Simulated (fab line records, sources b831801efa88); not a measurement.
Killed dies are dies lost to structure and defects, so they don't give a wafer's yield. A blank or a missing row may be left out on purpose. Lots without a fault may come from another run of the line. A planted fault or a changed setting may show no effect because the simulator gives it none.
A struck lot beside a sound one | flow sfq_line | 41 steps out of a route of 325
Sound: wafers L835.2, L835.5, L835.6. Struck: wafers L847.1, L847.3, L847.4. The cause comes at the end.
At each step with rows: each side's tool, then ch and its chambers, then its first start. Under that, the readings that differ: sound wafers | struck wafers | difference of the means | sigmas: that difference in standard deviations of wafers without a fault.
alike: readings whose means differ by less than 2 such deviations, and words and numbers that are the same on both sides. not compared: withheld readings, readings that some wafer has no value for, bounds like >300 that may hide the same value, and numbers for which the record gives no deviation and whose values overlap.
The two part at a step that has a row with sigmas, a row that says differs or no value, or rows on one side only. Numbers that don't overlap but have no deviation are shown without sigmas and don't part them. A reading that every wafer of one side lacks parts them only if that side has two wafers or more.

SFQ_C5_OVL_MEAS_937:
  sound on overlay-01, day 75 07:26; struck on overlay-01, day 80 06:41
  alike: C5_OVL
SFQ_TRILAYER_C5_BARC_OPEN_VIA_ETCH_210: etches BARC in O2, target depth 125 nm, time 41.7 s.
  sound on rie_diel-04 ch 0,3, day 75 07:28; struck on rie_diel-01 ch 1,2,3, day 80 06:44
  alike: drypump_motor_current_A, oes_product_au
  not compared: rf_hours_counter_h
then, 1 step without rows for these wafers: SFQ_TRILAYER_C5_ETCH_VIA_ETCH_154 (etches SiO2 in CHF3, stops on Nb, target depth 84 nm).
SFQ_TRILAYER_C5_STRIP_STRIP_155: strips in O2.
  sound on rie_metal-02 ch 0,1, day 75 07:33; struck on rie_metal-01 ch 0,1, day 80 06:49
  alike: drypump_motor_current_A, oes_product_au, platen_temp_c
  not compared: rf_hours_counter_h
then, 3 steps without rows for these wafers: SFQ_TRILAYER_C5_STRIP_SOLV_CLEAN_156 (cleans in NMP, time 600 s); SFQ_TRILAYER_M6_DEP_PRE_CLEAN_158 (time 22.5 s); SFQ_TRILAYER_M6_DEP_SPUTTER_157 (material Nb, target thk 200 nm, time 133.3 s).
SFQ_M6_RS_MEAS_938: measures by four-point-probe.
  sound on film_metro-03, day 75 08:28; struck on film_metro-04, day 80 07:43
  alike: M6_NB_RS
then, 3 steps without rows for these wafers: SFQ_TRILAYER_M6_LITHO_COAT_164 (resist thk 62 nm); SFQ_TRILAYER_M6_LITHO_COAT_159 (resist thk 600 nm); SFQ_TRILAYER_M6_LITHO_SOFTBAKE_163.
-- the record jumps here: 4 days lie between the struck wafers' starts before and after --
SFQ_TRILAYER_M6_LITHO_EXPOSE_160: exposes mask M6, target cd 500 nm.
  sound on krf_scanner-01 ch 0, day 76 05:42; struck on krf_scanner-01 ch 0, day 84 12:46
  reading              | sound                | struck               | difference | sigmas
  exposure_dose_mJ_cm2 | 14.372 14.392 14.405 | 12.663 12.657 12.637 | -1.737     | -99 or more
  alike: mask
then, 2 steps without rows for these wafers: SFQ_TRILAYER_M6_LITHO_PEB_162 (peb time 58.65 s); SFQ_TRILAYER_M6_LITHO_DEVELOP_161 (time 60 s).
SFQ_M6_OVL_MEAS_940:
  sound on overlay-01, day 76 07:00; struck on overlay-01, day 84 14:16
  reading     | sound  | struck     | difference | sigmas
  M6_OVL (nm) | 0 8 -5 | -13 -11 -5 | -11        | -2
SFQ_TRILAYER_M6_BARC_OPEN_METAL_ETCH_206: etches BARC in O2, target depth 125 nm, time 41.7 s.
  sound on rie_metal-01 ch 0,1, day 76 07:02; struck on rie_metal-03 ch 0,1, day 84 14:17
  reading             | sound         | struck            | difference | sigmas
  model.M6.cd_nm (nm) | 504.5 505 506 | 524.1 524.6 524.6 | +19.3      |
  alike: drypump_motor_current_A, oes_product_au
  not compared: rf_hours_counter_h
SFQ_TRILAYER_M6_ETCH_METAL_ETCH_162: etches Nb in Cl2/Ar, stops on SiO2, target depth 240 nm, time 120 s.
  sound on rie_metal-01 ch 0,1, day 76 07:05; struck on rie_metal-03 ch 0,1, day 84 14:21
  reading             | sound           | struck            | difference | sigmas
  model.M6.cd_nm (nm) | 503 504.6 504.6 | 525.3 524.2 525.2 | +20.8      |
  alike: drypump_motor_current_A, oes_product_au
  not compared: rf_hours_counter_h
then, 2 steps without rows for these wafers: SFQ_TRILAYER_M6_STRIP_STRIP_163 (strips in O2); SFQ_TRILAYER_M6_STRIP_SOLV_CLEAN_164 (cleans in NMP, time 600 s).
SFQ_TRILAYER_I6_DEP_PECVD_165: deposits SiO2 from SiH4/N2O, time 111.11 s, target thk 500 nm.
  sound on pecvd-01 ch 0,1,2, day 76 07:59; struck on pecvd-01 ch 1,2, day 84 15:16
  alike: heater_power_w, susceptor_temp_C, throttle_valve_pct
SFQ_TRILAYER_I6_CMP_CMP_166: polishes SiO2.
  sound on cmp-01 ch 0,1,3, day 76 12:25; struck on cmp-01 ch 0,2,3, day 84 17:14
  alike: motor_current_A, retaining_ring_pressure_frac, time_to_endpoint_s
SFQ_I6_BOW_MEAS_941:
  sound on film_metro-04, day 76 14:26; struck on film_metro-03, day 84 20:14
  alike: I6_BOW
then, 7 steps without rows for these wafers: SFQ_TRILAYER_I6_METRO_MEASURE_167; SFQ_TRILAYER_I6_VIA_LITHO_COAT_174 (resist thk 62 nm); SFQ_TRILAYER_I6_VIA_LITHO_COAT_169 (resist thk 650 nm); SFQ_TRILAYER_I6_VIA_LITHO_SOFTBAKE_173; SFQ_TRILAYER_I6_VIA_LITHO_EXPOSE_170 (exposes mask I6, target cd 700 nm); SFQ_TRILAYER_I6_VIA_LITHO_PEB_172 (peb time 60 s); SFQ_TRILAYER_I6_VIA_LITHO_DEVELOP_171 (time 60 s).
-- the record jumps here: 4 days lie between the struck wafers' starts before and after --
SFQ_I6_OVL_MEAS_942:
  sound on overlay-02, day 80 16:18; struck on overlay-02, day 89 08:07
  alike: I6_OVL
then, 2 steps without rows for these wafers: SFQ_TRILAYER_I6_VIA_BARC_OPEN_VIA_ETCH_235 (etches BARC in O2, target depth 125 nm, time 43.26 s); SFQ_TRILAYER_I6_VIA_ETCH_VIA_ETCH_172 (etches SiO2 in CHF3, stops on Nb, target depth 260 nm).
SFQ_TRILAYER_I6_VIA_STRIP_STRIP_173: strips in O2.
  sound on rie_metal-04 ch 0,1, day 80 16:29; struck on rie_metal-03 ch 0,1, day 89 08:19
  alike: drypump_motor_current_A, oes_product_au, platen_temp_c
  not compared: rf_hours_counter_h
then, 3 steps without rows for these wafers: SFQ_TRILAYER_I6_VIA_STRIP_SOLV_CLEAN_174 (cleans in NMP, time 600 s); SFQ_TRILAYER_M7_DEP_PRE_CLEAN_176 (time 22.5 s); SFQ_TRILAYER_M7_DEP_SPUTTER_175 (material Nb, target thk 200 nm, time 133.3 s).
SFQ_M7_RS_MEAS_943: measures by four-point-probe.
  sound on film_metro-02, day 80 17:24; struck on film_metro-01, day 89 09:12
  alike: M7_NB_RS
then, 3 steps without rows for these wafers: SFQ_TRILAYER_M7_LITHO_COAT_182 (resist thk 62 nm); SFQ_TRILAYER_M7_LITHO_COAT_177 (resist thk 600 nm); SFQ_TRILAYER_M7_LITHO_SOFTBAKE_181.
-- the record jumps here: 7 days lie between the struck wafers' starts before and after --
SFQ_M8_BOW_MEAS_951:
  sound on film_metro-03, day 89 22:38; struck on film_metro-03, day 96 16:08
  reading               | sound             | struck            | difference | sigmas
  model.etest.m6.ohm_um | 1.754 1.765 1.737 | 1.683 1.687 1.688 | -0.066     |
  alike: M8_BOW

WHERE THEY PART
First at SFQ_TRILAYER_M6_LITHO_EXPOSE_160; last, within this record, at SFQ_M6_OVL_MEAS_940. Later steps at which nothing parts them and some readings are alike: SFQ_TRILAYER_M6_BARC_OPEN_METAL_ETCH_206, SFQ_TRILAYER_M6_ETCH_METAL_ETCH_162, SFQ_TRILAYER_I6_DEP_PECVD_165, SFQ_TRILAYER_I6_CMP_CMP_166, SFQ_I6_BOW_MEAS_941, SFQ_I6_OVL_MEAS_942, SFQ_TRILAYER_I6_VIA_STRIP_STRIP_173, SFQ_M7_RS_MEAS_943, SFQ_M8_BOW_MEAS_951.

WHY: what the simulator had put in
Process parameter drift: krf_scanner-01, from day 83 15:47 on, at SFQ_TRILAYER_M6_LITHO_EXPOSE_160. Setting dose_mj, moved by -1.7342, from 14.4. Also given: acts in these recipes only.
